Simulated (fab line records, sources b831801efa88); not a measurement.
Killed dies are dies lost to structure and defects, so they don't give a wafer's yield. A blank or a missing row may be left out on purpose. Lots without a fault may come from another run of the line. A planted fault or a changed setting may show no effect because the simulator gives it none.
A struck lot beside a sound one | flow sky130 | 19 steps out of a route of 708
Sound: wafers L660.1, L660.2, L660.5. Struck: wafers L671.2, L671.3, L671.5. The cause comes at the end.
At each step with rows: each side's tool, then ch and its chambers, then its first start. Under that, the readings that differ: sound wafers | struck wafers | difference of the means | sigmas: that difference in standard deviations of wafers without a fault.
alike: readings whose means differ by less than 2 such deviations, and words and numbers that are the same on both sides. not compared: withheld readings, readings that some wafer has no value for, bounds like >300 that may hide the same value, and numbers for which the record gives no deviation and whose values overlap.
The two part at a step that has a row with sigmas, a row that says differs or no value, or rows on one side only. Numbers that don't overlap but have no deviation are shown without sigmas and don't part them. A reading that every wafer of one side lacks parts them only if that side has two wafers or more.

first, 1 step without rows for these wafers: SKY_LDD_HVP_IMPLANT_08.
SKY_LDD_HVP_STRIP_09: strips in O2/N2.
  sound on plasma_asher-01 ch 0,1, day 22 22:04; struck on plasma_asher-01 ch 0,1, day 27 07:13
  alike: drypump_motor_current_A, o2_flow_sccm, oes_product_au, strip_time_to_endpoint_s
  not compared: rf_hours_counter_h
SKY_LDD_HVP_TW_MEAS_10:
  sound on film_metro-03, day 22 22:10; struck on film_metro-01, day 27 07:22
  reading    | sound       | struck      | difference | sigmas
  LDD_HVP_TW | 453 452 452 | 465 465 466 | +13        | +2
then, 7 steps without rows for these wafers: SKY_LDD_LDN_DEHYDRATE_00 (time 60 s); SKY_LDD_LDN_HMDS_01 (prime time 60 s); SKY_LDD_LDN_COAT_02 (resist thk 1140 nm); SKY_LDD_LDN_SOFTBAKE_03 (time 60 s); SKY_LDD_LDN_EXPOSE_04 (exposes mask LDNTM, target cd 700 nm); SKY_LDD_LDN_PEB_05; SKY_LDD_LDN_DEVELOP_06 (develop time 60 s).
SKY_LDD_LDN_OVL_MEAS_07:
  sound on overlay-01, day 24 04:13; struck on overlay-01, day 28 11:38
  alike: LDD_LDN_OVL
then, 1 step without rows for these wafers: SKY_LDD_LDN_IMPLANT_08.
SKY_LDD_LDN_IMPLANT_09:
  sound on implanter-02 ch 0, day 24 04:24; struck on implanter-01 ch 0, day 28 12:10
  alike: faraday_current_uA
then, 2 steps without rows for these wafers: SKY_LDD_LDN_IMPLANT_10; SKY_LDD_LDN_IMPLANT_11.
SKY_LDD_LDN_STRIP_12: strips in O2/N2.
  sound on plasma_asher-04 ch 0,1, day 24 04:51; struck on plasma_asher-01 ch 0,1, day 28 12:35
  reading                     | sound       | struck      | difference | sigmas
  drypump_motor_current_A (A) | 6.2 6.1 6.2 | 5.0 5.7 4.9 | -1.0       | -2
  alike: o2_flow_sccm, oes_product_au, strip_time_to_endpoint_s
  not compared: rf_hours_counter_h
SKY_LDD_LDN_TW_MEAS_13:
  sound on film_metro-04, day 24 04:57; struck on film_metro-02, day 28 12:42
  reading    | sound          | struck         | difference | sigmas
  LDD_LDN_TW | 1461 1463 1472 | 1589 1594 1592 | +126       | +11
then, 1 step without rows for these wafers: SKY_LDD_LDN_CLEAN_14 (cleans in SC1/SC2, time 150 s).
-- the record jumps here: 21 days lie between the struck wafers' starts before and after (it left off in module LDD_LDN and takes up again in module PAD_OPEN, whose first step shown is number 708 of the route) --
SKY_PAD_OPEN_PROBE_99:
  sound on prober-01, day 46 15:48; struck on prober-02, day 49 11:46
  reading                         | sound          | struck         | difference | sigmas
  killed_at_M0_to_M3              | 37 33 46       | 61 49 52       | +15        | +2
  model.etest.tip_sonos.rs_ohm_sq | 2675 2624 2639 | 2322 2322 2320 | -325       |
  alike: killed_at_M4_up, killed_at_contacts, killed_at_front_end, killed_at_other, killed_dies, killed_open, killed_short

WHERE THEY PART
First at SKY_LDD_HVP_TW_MEAS_10; last, within this record, at SKY_PAD_OPEN_PROBE_99.

WHY: what the simulator had put in
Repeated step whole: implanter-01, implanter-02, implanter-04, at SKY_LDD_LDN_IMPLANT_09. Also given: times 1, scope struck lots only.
